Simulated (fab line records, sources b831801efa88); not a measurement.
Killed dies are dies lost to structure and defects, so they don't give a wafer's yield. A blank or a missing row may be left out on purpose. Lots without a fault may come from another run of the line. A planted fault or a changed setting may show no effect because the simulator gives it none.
Which tool did it? | flow sky130 | 10 lots, 30 wafers sampled, at 6 steps of a route of 708

WHAT THE GAUGES READ, wafer by wafer
SKY_VIA2_BOW_MEAS_03. Usual: VIA2_BOW 87 um, standard deviation 7.9.
lot  | measured     | on            | VIA2_BOW (um) | flag
L284 | day 34 23:44 | film_metro-02 | 96 88 91      |
L286 | day 35 20:12 | film_metro-02 | 85 96 89      |
L287 | day 36 01:48 | film_metro-03 | 89 74 74      |
L293 | day 38 10:24 | film_metro-02 | 89 84 76      |
L295 | day 38 22:27 | film_metro-04 | 88 72 83      |
L297 | day 39 09:13 | film_metro-02 | 83 94 91      |
L304 | day 42 03:40 | film_metro-03 | 76 98 100     |
L307 | day 42 14:24 | film_metro-03 | 80 89 90      |
L306 | day 42 17:17 | film_metro-03 | 95 88 89      |
L305 | day 42 21:27 | film_metro-04 | 79 88 74      |

SKY_CAPM_RS_MEAS_03: measures by four-point-probe. Usual: CAPM_TIN_RS 6.85 ohm/sq, standard deviation 0.082.
lot  | measured     | on            | CAPM_TIN_RS (ohm/sq) | flag
L284 | day 36 04:04 | film_metro-03 | 6.71 6.75 6.79       |
L286 | day 36 23:56 | film_metro-01 | 7.01 6.87 6.88       |
L287 | day 37 05:42 | film_metro-01 | 6.90 6.86 6.86       |
L293 | day 39 14:23 | film_metro-04 | 6.96 6.82 8.28       | OFF
L295 | day 40 02:02 | film_metro-04 | 6.95 6.95 8.18       | OFF
L297 | day 40 12:40 | film_metro-03 | 6.67 6.77 6.78       |
L304 | day 43 04:47 | film_metro-01 | 6.90 7.05 7.00       |
L307 | day 43 16:06 | film_metro-04 | 6.90 6.90 6.88       |
L306 | day 43 17:49 | film_metro-03 | 6.80 6.78 6.79       |
L305 | day 43 22:30 | film_metro-04 | 6.79 6.79 6.87       |

SKY_CAPM_THK_MEAS_04: measures by xrf. Usual: CAPM_TIN_THK 204.2 nm, standard deviation 2.6.
lot  | measured     | on            | CAPM_TIN_THK (nm) | flag
L284 | day 36 04:11 | film_metro-03 | 206.1 204.8 204.2 |
L286 | day 37 00:03 | film_metro-01 | 199.1 205.3 203.6 |
L287 | day 37 05:49 | film_metro-01 | 202.8 203.7 202.7 |
L293 | day 39 14:29 | film_metro-04 | 202.5 207.5 171.1 | OFF
L295 | day 40 02:09 | film_metro-04 | 203.3 203.7 172.9 | OFF
L297 | day 40 12:47 | film_metro-03 | 207.9 205.4 206.0 |
L304 | day 43 04:54 | film_metro-01 | 202.7 198.8 199.6 |
L307 | day 43 16:13 | film_metro-04 | 205.3 205.0 205.6 |
L306 | day 43 17:56 | film_metro-03 | 205.4 206.0 204.5 |
L305 | day 43 22:37 | film_metro-04 | 208.3 208.2 206.8 |

WHICH TOOL RAN EACH LOT (tool, then ch and the chambers of the sampled wafers, then the start)
lot  | SKY_VIA2_ETCH_15                   | SKY_VIA2_STRIP_16                    | SKY_CAPM_SPUTTER_02
L284 | rie_diel-04 ch 0,2,3, day 36 02:23 | plasma_asher-02 ch 0,1, day 36 02:26 | pvd_sputter-01, day 36 03:58
L286 | rie_diel-01 ch 0,2,3, day 36 22:15 | plasma_asher-04 ch 0,1, day 36 22:19 | pvd_sputter-03, day 36 23:49
L287 | rie_diel-02 ch 0,1, day 37 04:00   | plasma_asher-02 ch 0,1, day 37 04:04 | pvd_sputter-03, day 37 05:34
L293 | rie_diel-02 ch 0,1,2, day 39 12:27 | plasma_asher-02 ch 0,1, day 39 12:33 | pvd_sputter-03, day 39 14:14
L295 | rie_diel-01 ch 0,1,2, day 40 00:19 | plasma_asher-04 ch 0,1, day 40 00:23 | pvd_sputter-03, day 40 01:55
L297 | rie_diel-04 ch 0,1,3, day 40 10:58 | plasma_asher-02 ch 0,1, day 40 11:02 | pvd_sputter-02, day 40 12:34
L304 | rie_diel-01 ch 2,3, day 43 03:04   | plasma_asher-04 ch 0, day 43 03:08   | pvd_sputter-02, day 43 04:40
L307 | rie_diel-01 ch 0,2, day 43 14:25   | plasma_asher-04 ch 1, day 43 14:29   | pvd_sputter-01, day 43 15:59
L306 | rie_diel-02 ch 1,3, day 43 16:09   | plasma_asher-04 ch 0,1, day 43 16:13 | pvd_sputter-01, day 43 17:43
L305 | rie_diel-02 ch 0,2, day 43 20:49   | plasma_asher-04 ch 0,1, day 43 20:53 | pvd_sputter-02, day 43 22:23
- SKY_VIA2_ETCH_15: etches SiO2 in C4F8/O2/Ar, stops on TiN, target depth 546 nm, time 84 s.
- SKY_VIA2_STRIP_16: strips in O2/N2.
- SKY_CAPM_SPUTTER_02: material TiN, target thk 200 nm, time 166.7 s.

WHAT THE TOOLS THEMSELVES READ (means of the sampled wafers that have a number; where no wafer has one, the mark that the record gives instead)
SKY_VIA2_ETCH_15. Usual: oes_product_au 0.939 a.u., standard deviation 0.0044.
lot  | tool        | oes_product_au (a.u.) | flag
L284 | rie_diel-04 | 0.941                 |
L286 | rie_diel-01 | 0.941                 |
L287 | rie_diel-02 | 0.934                 |
L293 | rie_diel-02 | 0.942                 |
L295 | rie_diel-01 | 0.939                 |
L297 | rie_diel-04 | 0.940                 |
L304 | rie_diel-01 | 0.941                 |
L307 | rie_diel-01 | 0.935                 |
L306 | rie_diel-02 | 0.936                 |
L305 | rie_diel-02 | 0.937                 |

SKY_VIA2_STRIP_16. Usual: drypump_motor_current_A 5.74 A, standard deviation 0.29; oes_product_au 0.399 a.u., standard deviation 0.0053; strip_time_to_endpoint_s 4.06 s, standard deviation 0.037.
lot  | tool            | drypump_motor_current_A (A) | oes_product_au (a.u.) | strip_time_to_endpoint_s (s) | flag
L284 | plasma_asher-02 | 5.91                        | 0.397                 | 4.09                         |
L286 | plasma_asher-04 | 5.80                        | 0.396                 | 4.05                         |
L287 | plasma_asher-02 | 5.91                        | 0.400                 | 4.06                         |
L293 | plasma_asher-02 | 5.90                        | 0.397                 | 4.05                         |
L295 | plasma_asher-04 | 5.65                        | 0.398                 | 4.04                         |
L297 | plasma_asher-02 | 5.90                        | 0.404                 | 4.10                         |
L304 | plasma_asher-04 | 5.54                        | 0.401                 | 4.08                         |
L307 | plasma_asher-04 | 5.94                        | 0.400                 | 4.06                         |
L306 | plasma_asher-04 | 5.67                        | 0.403                 | 4.07                         |
L305 | plasma_asher-04 | 5.82                        | 0.400                 | 4.06                         |

SKY_CAPM_SPUTTER_02. Usual: throttle_valve_pct 29.6 %, standard deviation 0.81.
lot  | tool           | throttle_valve_pct (%) | flag
L284 | pvd_sputter-01 | 29.0                   |
L286 | pvd_sputter-03 | 29.9                   |
L287 | pvd_sputter-03 | 29.6                   |
L293 | pvd_sputter-03 | 29.8                   |
L295 | pvd_sputter-03 | 29.9                   |
L297 | pvd_sputter-02 | 29.8                   |
L304 | pvd_sputter-02 | 29.9                   |
L307 | pvd_sputter-01 | 29.8                   |
L306 | pvd_sputter-01 | 29.4                   |
L305 | pvd_sputter-02 | 29.6                   |

THE ANSWER, worked out from the rows above alone
Rule: a lot is off if the mean of its wafers that have a number lies more than 3 standard deviations from the usual mean. A lot without any number at a reading at which 4 lots or more have one is off too. The other lots that the step has rows for count as sound. The gauges are gone through in route order, then the tools' own readings, and for those a lot's mean is taken as printed above. The first step at which some lot is off is used, and at that step the reading that is off furthest; a lot without a number counts as furthest.
Off: L293, L295, at SKY_CAPM_RS_MEAS_03 (CAPM_TIN_RS).
A tool fits if, at a process step before that reading, it ran every lot that is off, and no sound lot after the first of them. The gauges at SKY_CAPM_RS_MEAS_03 are tried like those tools. One fits: pvd_sputter-03 at SKY_CAPM_SPUTTER_02. Its last sound lot is L287 (day 37 05:34), its first lot that is off L293 (day 39 14:14): a fault that began between those two fits.

WHAT THE SIMULATOR HAD PUT IN
Process parameter drift: pvd_sputter-03, from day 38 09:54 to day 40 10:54, at SKY_CAPM_SPUTTER_02. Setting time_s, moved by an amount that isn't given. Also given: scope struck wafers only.
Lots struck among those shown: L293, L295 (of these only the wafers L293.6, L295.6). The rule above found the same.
